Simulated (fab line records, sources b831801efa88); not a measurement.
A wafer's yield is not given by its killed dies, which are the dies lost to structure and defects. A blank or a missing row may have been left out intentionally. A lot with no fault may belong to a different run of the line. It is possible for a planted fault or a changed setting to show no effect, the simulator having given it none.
Comparing a struck lot with a sound one ; flow sfqLine ; 42 steps out of a route of 325
Sound: the wafers L759.1, L759.3, L759.5. Struck: wafer L770.6 (left out: L770.2, L770.3 of the same lot, which were not struck); the cause appears at the end.
Each step with rows lists, per side, the tool, then ch with its chambers, then its first start. Under that, the readings that differ: sound wafers ; struck wafers ; difference of the means ; sigmas: that difference in standard deviations of wafers without a fault.
alike: readings whose means differ by less than 2 such deviations, and words and numbers that are the same on both sides. not compared: withheld readings, readings that some wafer has no value for, bounds like >300 that may hide the same value, and numbers for which the record gives no deviation and whose values overlap.
Wherever a step has rows on one side only, a row that says differs or no value, or a row with sigmas, the two part there. Numbers that have no deviation but don't overlap get no sigmas and don't part them. Lack of a reading on every wafer of one side parts them only where that side has two or more wafers.

first, 6 steps without rows for these wafers: SFQ_TRILAYER_L0_VIA_LITHO_COAT_018 (resist thk 62 nm); SFQ_TRILAYER_L0_VIA_LITHO_COAT_013 (resist thk 650 nm); SFQ_TRILAYER_L0_VIA_LITHO_SOFTBAKE_017; SFQ_TRILAYER_L0_VIA_LITHO_EXPOSE_014 (exposes mask L0V, target cd 700 nm); SFQ_TRILAYER_L0_VIA_LITHO_PEB_016 (peb time 60 s); SFQ_TRILAYER_L0_VIA_LITHO_DEVELOP_015 (time 60 s).
SFQ_L0V_OVL_MEAS_903:
  sound on overlay-01, day 4 21:58; struck on overlay-02, day 11 00:52
  alike: L0V_OVL
SFQ_TRILAYER_L0_VIA_BARC_OPEN_VIA_ETCH_021: etches BARC in O2, target depth 125 nm, time 41.7 s.
  sound on rieDiel-04 ch 1,3, day 4 21:59; struck on rieDiel-01 ch 2, day 11 00:54
  alike: drypumpMotorCurrentA, oesProductAu
  not compared: rfHoursCounterH
then, 4 steps without rows for these wafers: SFQ_TRILAYER_L0_VIA_ETCH_VIA_ETCH_016 (etches SiO2 in CHF3, stops on MoNx KI, target depth 80 nm); SFQ_TRILAYER_L0_VIA_STRIP_STRIP_017 (strips in O2); SFQ_TRILAYER_L0_VIA_STRIP_SOLV_CLEAN_018 (cleans in NMP, time 600 s); SFQ_TRILAYER_M0_DEP_PRE_CLEAN_020 (time 15 s).
SFQ_TRILAYER_M0_DEP_SPUTTER_019: material Nb, target thk 200 nm, time 133.3 s.
  sound on pvdSputter-06, day 4 22:53; struck on pvdSputter-03, day 11 01:48
reading;sound;struck;difference;sigmas
model.Nb_of_TRILAYER_M0_DEP_SPUTTER_019.thkNm (nm);202.1 205.8 206;277.4;+72.8;
  alike: basePressurePa, throttleValvePct
SFQ_M0_RS_MEAS_904: uses a four-point probe to measure.
  sound on filmMetro-04, day 4 22:58; struck on filmMetro-03, day 11 01:55
reading;sound;struck;difference;sigmas
M0_NB_RS (ohm/sq);0.883 0.866 0.865;0.639;-0.232;-21
then, 6 steps without rows for these wafers: SFQ_TRILAYER_M0_LITHO_COAT_026 (resist thk 62 nm); SFQ_TRILAYER_M0_LITHO_COAT_021 (resist thk 600 nm); SFQ_TRILAYER_M0_LITHO_SOFTBAKE_025; SFQ_TRILAYER_M0_LITHO_EXPOSE_022 (exposes mask M0, target cd 500 nm); SFQ_TRILAYER_M0_LITHO_PEB_024 (peb time 60 s); SFQ_TRILAYER_M0_LITHO_DEVELOP_023 (time 60 s).
-- the record jumps here: 2 days lie between the struck wafers' starts before and after --
SFQ_M0_OVL_MEAS_906:
  sound on overlay-02, day 8 16:32; struck on overlay-01, day 13 13:26
  alike: M0_OVL
SFQ_TRILAYER_M0_BARC_OPEN_METAL_ETCH_031: etches BARC in O2, target depth 125 nm, time 41.7 s.
  sound on rieMetal-03 ch 0,1, day 8 16:34; struck on rieMetal-04 ch 1, day 13 13:28
  alike: drypumpMotorCurrentA, oesProductAu
  not compared: rfHoursCounterH
SFQ_TRILAYER_M0_ETCH_METAL_ETCH_024: etches Nb in Cl2/Ar, stops on SiO2, target depth 240 nm, time 120 s.
  sound on rieMetal-03 ch 0,1, day 8 16:37; struck on rieMetal-04 ch 1, day 13 13:31
reading;sound;struck;difference;sigmas
oesProductAu (a.u.);0.902 0.913 0.904;1.007;+0.101;+13
  alike: drypumpMotorCurrentA
  not compared: rfHoursCounterH
SFQ_TRILAYER_M0_STRIP_STRIP_025: strips in O2.
  sound on rieMetal-03 ch 0,1, day 8 16:45; struck on rieMetal-04 ch 1, day 13 13:38
  alike: drypumpMotorCurrentA, oesProductAu, platenTempC
  not compared: rfHoursCounterH
then, 3 steps without rows for these wafers: SFQ_TRILAYER_M0_STRIP_SOLV_CLEAN_026 (cleans in NMP, time 600 s); SFQ_TRILAYER_I0_DEP_PECVD_027 (deposits SiO2 from SiH4/N2O, time 111.11 s, target thk 500 nm); SFQ_TRILAYER_I0_CMP_CMP_028 (polishes SiO2).
SFQ_I0_BOW_MEAS_907:
  sound on filmMetro-02, day 9 06:46; struck on filmMetro-01, day 13 21:02
  alike: I0_BOW
SFQ_TRILAYER_I0_METRO_MEASURE_029:
  sound on filmMetro-02, day 9 06:53; struck on filmMetro-01, day 13 21:20
  alike: thkNm
then, 6 steps without rows for these wafers: SFQ_TRILAYER_I0_VIA_LITHO_COAT_036 (resist thk 62 nm); SFQ_TRILAYER_I0_VIA_LITHO_COAT_031 (resist thk 650 nm); SFQ_TRILAYER_I0_VIA_LITHO_SOFTBAKE_035; SFQ_TRILAYER_I0_VIA_LITHO_EXPOSE_032 (exposes mask I0, target cd 500 nm); SFQ_TRILAYER_I0_VIA_LITHO_PEB_034 (peb time 60 s); SFQ_TRILAYER_I0_VIA_LITHO_DEVELOP_033 (time 60 s).
-- the record jumps here: 5 days lie between the struck wafers' starts before and after --
SFQ_I0_OVL_MEAS_908:
  sound on overlay-01, day 13 18:08; struck on overlay-02, day 18 13:28
  alike: I0_OVL
then, 1 step without rows for these wafers: SFQ_TRILAYER_I0_VIA_BARC_OPEN_VIA_ETCH_046 (etches BARC in O2, target depth 125 nm, time 41.7 s).
SFQ_TRILAYER_I0_VIA_ETCH_VIA_ETCH_034: etches SiO2 in CHF3, stops on Nb, target depth 260 nm.
  sound on rieDiel-03 ch 1,3, day 13 18:13; struck on rieDiel-03 ch 1, day 18 13:32
  alike: drypumpMotorCurrentA, oesProductAu
then, 3 steps without rows for these wafers: SFQ_TRILAYER_I0_VIA_STRIP_STRIP_035 (strips in O2); SFQ_TRILAYER_I0_VIA_STRIP_SOLV_CLEAN_036 (cleans in NMP, time 600 s); SFQ_TRILAYER_M1_DEP_PRE_CLEAN_038 (time 22.5 s).
-- the record jumps here: 57 days lie between the struck wafers' starts before and after --
SFQ_M8_BOW_MEAS_951:
  sound on filmMetro-01, day 68 17:12; struck on filmMetro-02, day 75 09:39
reading;sound;struck;difference;sigmas
model.etest.m0.combLog10Ohm;12 12 12;0;-12;
model.etest.m0.ohmSq;0.8809 0.865 0.8642;0.6417;-0.2283;
  alike: M8_BOW

WHERE THEY PART
Earliest at SFQ_M0_RS_MEAS_904; latest, in this record, at SFQ_TRILAYER_M0_ETCH_METAL_ETCH_024. Later steps at which nothing parts them and some readings are alike: SFQ_TRILAYER_M0_STRIP_STRIP_025, SFQ_I0_BOW_MEAS_907, SFQ_TRILAYER_I0_METRO_MEASURE_029, SFQ_I0_OVL_MEAS_908, SFQ_TRILAYER_I0_VIA_ETCH_VIA_ETCH_034, SFQ_M8_BOW_MEAS_951.

WHY: the cause the simulator had injected
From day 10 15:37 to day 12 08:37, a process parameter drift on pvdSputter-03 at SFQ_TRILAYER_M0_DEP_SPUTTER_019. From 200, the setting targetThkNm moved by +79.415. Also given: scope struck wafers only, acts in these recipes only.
